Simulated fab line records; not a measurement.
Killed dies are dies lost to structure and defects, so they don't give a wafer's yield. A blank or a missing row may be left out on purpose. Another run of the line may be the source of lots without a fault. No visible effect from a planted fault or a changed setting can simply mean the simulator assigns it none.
fab line records    flow sky130
record: lots: 12  wafers: 36  last_day: 50
route steps=708 shown LOCAL_INTERCONNECT@398 CONTACT@433 METAL1@441
lots untouched by any fault: they come from a run of this same line in which no faults occurred
start_h: hours from the record's opening day to when the first of the lot's shown wafers began    wait_h: how many hours have passed since the lot's step before this one    " same as the row above    L1.1+2: one row covering several wafers at once    - no value, or no start was given    * or withheld: withheld    < > ~ a bound
route shown NAME@n: NAME is a module with steps in the file, n the number in the route of the first one    usual: mean/standard deviation of fault-free wafers    same: alike in all rows    chamber/n: place in a boat    sites: each site's reading    _std_site: the values' standard deviation    _edge_site: the outer-site mean with the inner-site mean subtracted    radius_mm: how far each site lies from the wafer's centre    mask NAME#n: copy n    behind: tool/chamber where the wafer was last shaped    hold: cause of the lot's hold/its duration in hours/its outcome    device: whichever transistor did not switch (one of n, p or np)    end of line: the route-end tests of the same wafers    where a step has no rows: the recipe by itself    killed: count of dies lost to structure and defects at first sort (not the wafer's yield)    map: dies across one wafer; x = killed, . = not, _ = none there
set.NAME: the setting as run; set.NAME@STEP: as run at that earlier step    model.NAME: the simulator's own value behind a step, which no gauge read
steps of the route over a sample of lots; a table a step, a row a wafer
services: when a tool's chamber went out of use (start_h, in hours from the record's first day, below 0 if earlier), for how many hours, and the reason
== steps ==
step: SKY_LOCAL_INTERCONNECT_CD_MEAS_11
recipe: target_cd_nm: 170
usual: cd_nm: 169.6/1.5
lot.wafer  tool       chamber  start_h  wait_h  cd_nm
L207.1     cd_sem-02  -        710.25   -       168.4
L207.2     "          -        "        "       168.9
L207.6     "          -        "        "       168.3
L209.1     cd_sem-02  -        717.47   -       173.6
L209.3     "          -        "        "       172.1
L209.5     "          -        "        "       171.5
L211.1     cd_sem-02  -        719.37   -       169.1
L211.3     "          -        "        "       170.1
L211.5     "          -        "        "       170.1
L210.2     cd_sem-01  -        732.70   -       168.1
L210.4     "          -        "        "       167.5
L210.5     "          -        "        "       167.1
L212.1     cd_sem-01  -        736.30   -       171.8
L212.2     "          -        "        "       171.8
L212.3     "          -        "        "       171.3
L215.4     cd_sem-01  -        766.57   -       171.5
L215.5     "          -        "        "       172.3
L215.6     "          -        "        "       171.8
L218.1     cd_sem-01  -        784.57   -       170.7
L218.3     "          -        "        "       169.2
L218.6     "          -        "        "       169.8
L219.1     cd_sem-02  -        791.10   -       169.6
L219.2     "          -        "        "       170.6
L219.6     "          -        "        "       169.7
L225.1     cd_sem-02  -        838.77   -       168.7
L225.2     "          -        "        "       170.9
L225.6     "          -        "        "       170.6
L228.1     cd_sem-01  -        862.32   -       169.6
L228.5     "          -        "        "       169.2
L228.6     "          -        "        "       170.6
L229.2     cd_sem-01  -        869.34   -       172.3
L229.4     "          -        "        "       170.5
L229.6     "          -        "        "       171.4
L230.3     cd_sem-01  -        885.26   -       168.6
L230.4     "          -        "        "       169.9
L230.5     "          -        "        "       169.3
step: SKY_CONTACT_CMP_27
recipe: stop_on: SiO2  t_overpolish_s: 15  down_force_psi: 3.5  platen_rpm: 60  target_thk_nm: 0  pad_velocity_m_s: 0.94248
usual: motor_current_A: 11.7/1.1  overpolish_run_s: 15.000/0.0082  time_to_endpoint_s: 84/3.9
lot.wafer  tool    chamber  start_h  wait_h  motor_current_A  overpolish_run_s  time_to_endpoint_s
L207.1     cmp-01  0        740.16   0.1     9.7              14.993            84
L207.2     "       1        "        "       11.3             15.010            82
L207.6     "       0        "        "       9.7              14.997            85
L209.1     cmp-02  3        747.34   0.1     13.7             14.989            86
L209.3     "       1        "        "       12.3             15.009            80
L209.5     "       0        "        "       11.0             15.007            82
L211.3     cmp-02  3        749.94   0.1     13.2             15.006            85
L211.1     "       0        "        "       11.7             15.001            82
L211.5     "       1        "        "       12.4             15.007            80
L210.2     cmp-01  0        762.31   0.0     10.3             14.992            84
L210.4     "       2        "        "       12.8             15.010            78
L210.5     "       1        "        "       11.9             15.000            82
L212.3     cmp-02  3        766.10   0.0     12.6             14.994            87
L212.2     "       1        "        "       12.0             15.001            81
L212.1     "       2        "        "       12.0             14.989            78
L215.4     cmp-01  1        795.66   0.0     11.1             15.013            80
L215.5     "       1        "        "       11.6             15.010            81
L215.6     "       2        "        "       13.2             15.005            81
L218.1     cmp-02  3        813.69   0.1     12.7             14.988            89
L218.3     "       1        "        "       11.6             14.966            82
L218.6     "       2        "        "       12.0             15.008            80
L219.1     cmp-01  2        819.95   0.1     12.8             14.993            86
L219.2     "       3        "        "       10.7             14.998            90
L219.6     "       3        "        "       10.5             15.006            87
L225.2     cmp-01  3        867.25   0.1     11.1             15.007            91
L225.1     "       1        "        "       12.3             15.009            82
L225.6     "       3        "        "       11.0             14.994            90
L228.1     cmp-02  3        890.61   0.1     12.9             14.995            89
L228.6     "       3        "        "       13.3             14.997            85
L228.5     "       0        "        "       10.6             14.998            83
L229.2     cmp-01  0        897.75   0.0     10.1             15.002            83
L229.4     "       3        "        "       11.5             15.007            84
L229.6     "       1        "        "       11.7             14.993            83
L230.3     cmp-01  0        912.86   0.0     9.8              14.997            87
L230.4     "       2        "        "       12.5             15.005            80
L230.5     "       0        "        "       10.0             15.007            81
step: SKY_METAL1_DEHYDRATE_07
recipe: temp_c: 200  time_s: 60
usual: resist_line_temp_C: 22.97/0.11  run_length_s: 89.08/0.22
lot.wafer  tool            chamber  start_h  wait_h  resist_line_temp_C  run_length_s
L207.1     litho_track-03  0        753.11   12.4    23.04               89.29
L207.2     "               0        "        "       22.97               89.42
L207.6     "               0        "        "       22.89               89.38
L209.1     litho_track-01  0        761.27   13.4    23.10               89.02
L209.3     "               0        "        "       23.02               89.00
L209.5     "               0        "        "       23.11               88.81
L211.1     litho_track-02  0        763.35   12.9    22.95               89.01
L211.3     "               0        "        "       22.97               89.03
L211.5     "               0        "        "       23.07               89.13
L210.2     litho_track-03  0        775.04   12.2    23.04               89.19
L210.4     "               0        "        "       23.11               89.33
L210.5     "               0        "        "       22.86               89.17
L212.1     litho_track-01  0        779.22   12.5    22.92               88.87
L212.2     "               0        "        "       23.06               88.78
L212.3     "               0        "        "       22.91               88.78
L215.4     litho_track-01  0        808.50   12.2    22.89               89.13
L215.5     "               0        "        "       22.98               88.77
L215.6     "               0        "        "       23.03               88.82
L218.1     litho_track-01  0        827.02   12.8    23.06               92.79
L218.3     "               0        "        "       23.10               92.83
L218.6     "               0        "        "       22.97               93.08
L219.1     litho_track-01  0        832.62   12.1    22.95               92.99
L219.2     "               0        "        "       23.02               92.93
L219.6     "               0        "        "       23.05               93.05
L225.1     litho_track-02  0        880.36   12.5    23.07               89.15
L225.2     "               0        "        "       23.03               89.10
L225.6     "               0        "        "       22.89               89.05
L228.1     litho_track-03  0        903.16   12.0    23.08               89.58
L228.5     "               0        "        "       22.74               89.32
L228.6     "               0        "        "       22.90               89.40
L229.2     litho_track-01  0        909.95   11.6    23.09               88.71
L229.4     "               0        "        "       22.95               89.01
L229.6     "               0        "        "       23.05               88.82
L230.3     litho_track-02  0        924.96   11.5    22.93               89.25
L230.4     "               0        "        "       22.99               89.02
L230.5     "               0        "        "       23.08               88.98
step: SKY_METAL1_STRIP_20
recipe: chemistry: O2/N2  power_w: 1400  pressure_mtorr: 1500  platen_temp_c: withheld  o2_flow_sccm: 3000  n2_flow_sccm: 300  overash_fraction: 0.5
usual: drypump_motor_current_A: 5.5/0.42  n2_flow_sccm: 300.0/0.95  oes_product_au: 0.341/0.0054  strip_time_to_endpoint_s: 2.68/0.066
lot.wafer  tool             chamber  start_h  wait_h  drypump_motor_current_A  n2_flow_sccm  oes_product_au  rf_hours_counter_h  strip_time_to_endpoint_s
L207.1     plasma_asher-04  1        767.25   0.1     5.7                      299.9         0.341           3                   2.62
L207.2     "                0        "        "       5.6                      299.8         0.337           3                   2.69
L207.6     "                1        "        "       5.7                      299.9         0.341           -                   2.68
L209.1     plasma_asher-02  1        775.60   0.1     5.5                      300.1         0.343           33                  2.72
L209.3     "                0        "        "       6.1                      298.8         0.345           -                   2.71
L209.5     "                0        "        "       6.1                      297.9         0.336           -                   2.66
L211.1     plasma_asher-04  1        777.25   0.1     5.7                      298.3         0.350           3                   2.74
L211.3     "                1        "        "       5.7                      299.8         0.336           -                   2.76
L211.5     "                0        "        "       5.6                      298.4         0.342           -                   2.61
L210.2     plasma_asher-04  0        789.35   0.1     5.6                      300.2         0.334           4                   2.74
L210.4     "                0        "        "       5.7                      300.2         0.337           -                   2.58
L210.5     "                0        "        "       5.7                      301.3         0.332           -                   2.56
L212.1     plasma_asher-02  0        793.50   0.1     6.1                      299.7         0.338           35                  2.70
L212.2     "                1        "        "       5.4                      301.9         0.336           35                  2.60
L212.3     "                0        "        "       6.1                      300.5         0.343           -                   2.70
L215.4     plasma_asher-04  0        822.34   0.1     5.6                      301.2         0.335           -                   2.63
L215.5     "                0        "        "       5.7                      300.9         0.337           -                   2.68
L215.6     "                1        "        "       5.7                      301.0         0.344           -                   2.72
L218.1     plasma_asher-02  0        840.50   0.1     6.1                      301.4         0.337           40                  2.62
L218.3     "                1        "        "       5.5                      300.8         0.342           -                   2.77
L218.6     "                1        "        "       5.5                      299.6         0.347           -                   2.77
L219.1     plasma_asher-03  0        846.46   0.1     4.8                      298.8         0.352           71                  2.75
L219.2     "                1        "        "       5.0                      300.2         0.338           71                  2.64
L219.6     "                0        "        "       4.8                      300.3         0.350           -                   2.74
L225.1     plasma_asher-02  0        893.80   0.1     6.1                      300.2         0.346           46                  2.68
L225.2     "                1        "        "       5.5                      298.7         0.337           46                  2.60
L225.6     "                1        "        "       5.5                      300.0         0.347           -                   2.68
L228.1     plasma_asher-03  0        916.35   0.1     4.9                      299.3         0.338           78                  2.60
L228.5     "                0        "        "       4.9                      300.5         0.342           -                   2.80
L228.6     "                1        "        "       5.0                      300.0         0.338           -                   2.61
L229.2     plasma_asher-03  0        922.85   0.1     4.8                      299.5         0.336           79                  2.59
L229.4     "                1        "        "       5.0                      300.7         0.343           -                   2.61
L229.6     "                1        "        "       5.0                      301.5         0.343           -                   2.73
L230.3     plasma_asher-04  0        938.00   0.1     5.6                      299.8         0.344           -                   2.73
L230.4     "                1        "        "       5.7                      298.5         0.342           -                   2.69
L230.5     "                0        "        "       5.6                      299.8         0.339           -                   2.71
== services ==
tool             chamber  start_h  hours  kind
cmp-01           -        718.83   3.2    repair
cmp-01           -        726.38   2.6    repair
plasma_asher-04  -        733.75   9.0    pm
plasma_asher-04  0        733.75   9.0    vent_cycle
plasma_asher-04  1        733.75   9.0    vent_cycle
plasma_asher-04  0        742.75   -      clean
cmp-01           -        744.41   4.0    pm
cmp-01           -        748.41   -      consumable_replace:conditioner
cmp-01           -        748.41   -      consumable_replace:pad
plasma_asher-02  -        749.64   2.8    pm
plasma_asher-02  -        752.45   3.5    repair
cmp-02           -        758.67   1.4    repair
cmp-02           -        774.78   0.4    repair
plasma_asher-03  -        835.87   1.7    repair
cmp-01           -        839.32   2.2    repair
plasma_asher-04  -        844.27   0.9    repair
cmp-02           -        850.23   11.2   repair
cmp-01           -        861.40   5.5    pm
cmp-02           -        867.10   3.4    pm
cmp-02           -        892.11   4.9    pm
cmp-01           -        892.18   2.2    repair
cmp-02           -        898.58   4.0    repair
cmp-02           -        912.04   4.0    pm
plasma_asher-02  -        912.96   0.8    repair
== key ==
first_sign: step: SKY_METAL1_DEHYDRATE_07  reading: run_length_s  direction: up  sigmas: 17  usual: *  struck: *
effect none on later readings
met_at SKY_METAL1_DEHYDRATE_07
struck_lots L218,L219
not_acting_at SKY_LOCAL_INTERCONNECT_CD_MEAS_11,SKY_CONTACT_CMP_27,SKY_METAL1_STRIP_20
onset_between 808.50 827.02
fault: kind: process_parameter_drift  tool: litho_track-01  chamber: -  onset_h: 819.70  steps: SKY_METAL1_DEHYDRATE_07  channel: time_s  offset: *  shape: step  end_h: 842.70  acts_in: *  stated: *
